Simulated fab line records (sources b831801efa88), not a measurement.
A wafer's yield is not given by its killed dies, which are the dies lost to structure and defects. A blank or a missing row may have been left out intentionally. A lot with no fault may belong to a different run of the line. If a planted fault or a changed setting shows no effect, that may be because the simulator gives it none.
Which of the tools did it? || flow gf180mcu || 15 lots with 45 wafers sampled at 3 steps, on a route of 602 steps

## WHAT THE GAUGES SHOWED, per wafer
GF_NWELL_TW_MEAS_11.
{"lot": "L363", "measured": "day 3 08:04", "on": "filmMetro-01", "NWELL_TW": "1576 1584 1582"}
{"lot": "L364", "measured": "day 3 15:39", "on": "filmMetro-01", "NWELL_TW": "1574 1580 1568"}
{"lot": "L365", "measured": "day 3 18:31", "on": "filmMetro-01", "NWELL_TW": "1581 1584 1585"}
{"lot": "L366", "measured": "day 3 23:11", "on": "filmMetro-01", "NWELL_TW": "1583 1579 1568"}
{"lot": "L367", "measured": "day 4 06:31", "on": "filmMetro-03", "NWELL_TW": "1598 1594 1603"}
{"lot": "L368", "measured": "day 4 11:24", "on": "filmMetro-01", "NWELL_TW": "1601 1587 1593"}
{"lot": "L369", "measured": "day 4 15:35", "on": "filmMetro-01", "NWELL_TW": "1585 1588 1589"}
{"lot": "L370", "measured": "day 4 22:16", "on": "filmMetro-02", "NWELL_TW": "1596 1591 1596"}
{"lot": "L372", "measured": "day 5 08:31", "on": "filmMetro-03", "NWELL_TW": "1585 1584 1592"}
{"lot": "L374", "measured": "day 5 19:24", "on": "filmMetro-02", "NWELL_TW": "1583 1584 1586"}
{"lot": "L381", "measured": "day 7 09:28", "on": "filmMetro-03", "NWELL_TW": "1595 1581 1592"}
{"lot": "L382", "measured": "day 7 14:50", "on": "filmMetro-02", "NWELL_TW": "1593 1586 1590"}
{"lot": "L383", "measured": "day 7 20:41", "on": "filmMetro-02", "NWELL_TW": "1588 1588 1593"}
{"lot": "L385", "measured": "day 8 08:43", "on": "filmMetro-01", "NWELL_TW": "1573 1582 1578"}
{"lot": "L386", "measured": "day 8 14:44", "on": "filmMetro-03", "NWELL_TW": "1591 1590 1595"}

GF_CONTACT_OVL_MEAS_15.
{"lot": "L363", "measured": "day 16 01:22", "on": "overlay-02", "CONTACT_OVL (nm)": "-4 -7 -6"}
{"lot": "L364", "measured": "day 16 13:04", "on": "overlay-02", "CONTACT_OVL (nm)": "4 -1 1"}
{"lot": "L365", "measured": "day 16 17:59", "on": "overlay-02", "CONTACT_OVL (nm)": "-2 3 -2"}
{"lot": "L366", "measured": "day 17 02:56", "on": "overlay-01", "CONTACT_OVL (nm)": "-1 1 4"}
{"lot": "L367", "measured": "day 17 18:58", "on": "overlay-01", "CONTACT_OVL (nm)": "-6 1 -13"}
{"lot": "L368", "measured": "day 18 04:08", "on": "overlay-01", "CONTACT_OVL (nm)": "-2 7 4"}
{"lot": "L369", "measured": "day 18 10:54", "on": "overlay-01", "CONTACT_OVL (nm)": "4 -1 -1"}
{"lot": "L370", "measured": "day 18 23:04", "on": "overlay-02", "CONTACT_OVL (nm)": "4 3 2"}
{"lot": "L372", "measured": "day 19 11:53", "on": "overlay-02", "CONTACT_OVL (nm)": "-7 -6 -10"}
{"lot": "L374", "measured": "day 20 06:25", "on": "overlay-02", "CONTACT_OVL (nm)": "2 5 5"}
{"lot": "L381", "measured": "day 22 13:30", "on": "overlay-02", "CONTACT_OVL (nm)": "-5 7 -3"}
{"lot": "L382", "measured": "day 22 20:33", "on": "overlay-01", "CONTACT_OVL (nm)": "10 -3 2"}
{"lot": "L383", "measured": "day 23 07:20", "on": "overlay-02", "CONTACT_OVL (nm)": "-1 -11 -3"}
{"lot": "L385", "measured": "day 23 22:38", "on": "overlay-02", "CONTACT_OVL (nm)": "-5 -4 -4"}
{"lot": "L386", "measured": "day 24 08:22", "on": "overlay-02", "CONTACT_OVL (nm)": "-7 -3 -6"}

## TOOL THAT RAN EACH LOT (tool first, then ch and the chambers of the sampled wafers, then the start)
{"lot": "L363", "GF_VT_IMPLANT_IMPLANT_30": "implanter-04 ch 0, day 6 20:52"}
{"lot": "L364", "GF_VT_IMPLANT_IMPLANT_30": "implanter-03 ch 0, day 7 05:49"}
{"lot": "L365", "GF_VT_IMPLANT_IMPLANT_30": "implanter-04 ch 0, day 7 09:46"}
{"lot": "L366", "GF_VT_IMPLANT_IMPLANT_30": "implanter-01 ch 0, day 7 15:28"}
{"lot": "L367", "GF_VT_IMPLANT_IMPLANT_30": "implanter-01 ch 0, day 8 00:47"}
{"lot": "L368", "GF_VT_IMPLANT_IMPLANT_30": "implanter-01 ch 0, day 8 06:25"}
{"lot": "L369", "GF_VT_IMPLANT_IMPLANT_30": "implanter-01 ch 0, day 8 12:08"}
{"lot": "L370", "GF_VT_IMPLANT_IMPLANT_30": "implanter-01 ch 0, day 8 20:05"}
{"lot": "L372", "GF_VT_IMPLANT_IMPLANT_30": "implanter-01 ch 0, day 9 07:58"}
{"lot": "L374", "GF_VT_IMPLANT_IMPLANT_30": "implanter-01 ch 0, day 9 21:10"}
{"lot": "L381", "GF_VT_IMPLANT_IMPLANT_30": "implanter-04 ch 0, day 11 17:38"}
{"lot": "L382", "GF_VT_IMPLANT_IMPLANT_30": "implanter-01 ch 0, day 11 23:59"}
{"lot": "L383", "GF_VT_IMPLANT_IMPLANT_30": "implanter-01 ch 0, day 12 07:38"}
{"lot": "L385", "GF_VT_IMPLANT_IMPLANT_30": "implanter-01 ch 0, day 12 21:41"}
{"lot": "L386", "GF_VT_IMPLANT_IMPLANT_30": "implanter-01 ch 0, day 13 05:10"}
- GF_VT_IMPLANT_IMPLANT_30

## AS READ BY THE TOOLS THEMSELVES (means over the sampled wafers that have a number; for cases with no such wafer, the mark the record gives instead)
GF_VT_IMPLANT_IMPLANT_30.
{"lot": "L363", "tool": "implanter-04", "beamEnergyKeV": 25.002}
{"lot": "L364", "tool": "implanter-03", "beamEnergyKeV": 24.995}
{"lot": "L365", "tool": "implanter-04", "beamEnergyKeV": 25.001}
{"lot": "L366", "tool": "implanter-01", "beamEnergyKeV": 25.003}
{"lot": "L367", "tool": "implanter-01", "beamEnergyKeV": 24.992}
{"lot": "L368", "tool": "implanter-01", "beamEnergyKeV": 24.995}
{"lot": "L369", "tool": "implanter-01", "beamEnergyKeV": 25.007}
{"lot": "L370", "tool": "implanter-01", "beamEnergyKeV": 28.258}
{"lot": "L372", "tool": "implanter-01", "beamEnergyKeV": 28.248}
{"lot": "L374", "tool": "implanter-01", "beamEnergyKeV": 28.256}
{"lot": "L381", "tool": "implanter-04", "beamEnergyKeV": 24.992}
{"lot": "L382", "tool": "implanter-01", "beamEnergyKeV": 24.994}
{"lot": "L383", "tool": "implanter-01", "beamEnergyKeV": 25.007}
{"lot": "L385", "tool": "implanter-01", "beamEnergyKeV": 24.998}
{"lot": "L386", "tool": "implanter-01", "beamEnergyKeV": 25.003}

## THE ANSWER, worked out from the rows above alone
Rule: the usual values come from the lots themselves. The widest of any qualifying gaps counts: lots, ordered by their means at a reading, are off when they make up no more than a third of the lots, leave a main group of 4 or more, and stand apart from it by 3 or more times the standard deviation of that group's means. A main group whose means are all the same, to the digits that the tables above print for the reading, isn't used. Also off: a lot with no number at a reading for which 4 or more lots have one. Where the step has rows for the other lots, those lots are counted as sound. After the gauges, taken in route order, come the tools' own readings; for these a lot's mean is taken, as printed above. The first step at which some lot is off is used, and at that step the reading that is off furthest; a lot without a number counts as furthest.
Off: L370, L372, L374 (GF_VT_IMPLANT_IMPLANT_30, beamEnergyKeV). Mean 24.999 and standard deviation 0.0052 in the main group.
A tool fits if, at that step or a process step before it, it ran every lot that is off, and no sound lot after the first of them. Not one of the candidates tried fits.

## WHAT HAD BEEN PUT IN BY THE SIMULATOR
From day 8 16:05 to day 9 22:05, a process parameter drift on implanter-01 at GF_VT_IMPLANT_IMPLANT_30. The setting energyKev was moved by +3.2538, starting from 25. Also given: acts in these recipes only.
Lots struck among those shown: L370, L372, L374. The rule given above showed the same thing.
